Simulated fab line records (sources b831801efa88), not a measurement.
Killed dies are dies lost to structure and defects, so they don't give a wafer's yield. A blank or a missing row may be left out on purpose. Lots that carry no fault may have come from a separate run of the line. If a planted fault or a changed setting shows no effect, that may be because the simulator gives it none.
Chamber matching -- flow sky130 -- 4 sister chambers for SKY_FIELD_ISO_CMP_27 on cmp-01
The step polishes, stops on Si3N4, t overpolish 16 s, target thk 457.8 nm. 4 wafers are shown with their chamber, then 12 later ones without.

WAFERS PAIRED WITH THEIR CHAMBERS
wafer,chamber,motor current A (A)
L087.2,3,10.9
L088.1,2,13.2
L088.2,0,10.1
L088.4,1,10.6

WAFERS WITH NO CHAMBER GIVEN
wafer,motor current A (A)
L093.1,11.5
L093.2,12.9
L093.6,10.9
L094.1,10.4
L094.3,14.8
L094.6,10.7
L095.1,9.8
L095.3,11.0
L095.5,10.3
L096.3,10.1
L096.5,13.4
L096.6,11.3

CHAMBER TAKEN BY EACH
wafer,from the rows above,in truth
L093.1,can't be placed: 3 or 1 or 0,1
L093.2,2,2
L093.6,can't be placed: 3 or 1 or 0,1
L094.1,can't be placed: 1 or 0 or 3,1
L094.3,2,2
L094.6,can't be placed: 1 or 3 or 0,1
L095.1,can't be placed: 0 or 1 or 3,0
L095.3,can't be placed: 3 or 1 or 0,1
L095.5,can't be placed: 0 or 1 or 3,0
L096.3,can't be placed: 0 or 1 or 3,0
L096.5,2,2
L096.6,can't be placed: 3 or 1 or 0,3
3 of 12 placed correctly. Can't be placed from these rows: 9 (the true chamber is among the candidates in 9). Wrongly placed: 0.
How it was worked out, from the rows above alone: a wafer's distance from a chamber is the root of the sum, over the readings, of the square of ((its reading less the chamber's mean) divided by the reading's scatter). If the next closest chamber is less than 2 further off than the closest, the wafer can't be placed; otherwise it belongs to the closest. A chamber's mean is the mean of its shown wafers. The scatter (one wafer shown for each chamber): square how far every hidden wafer sits from the nearest shown wafer, average those squares and take the square root.
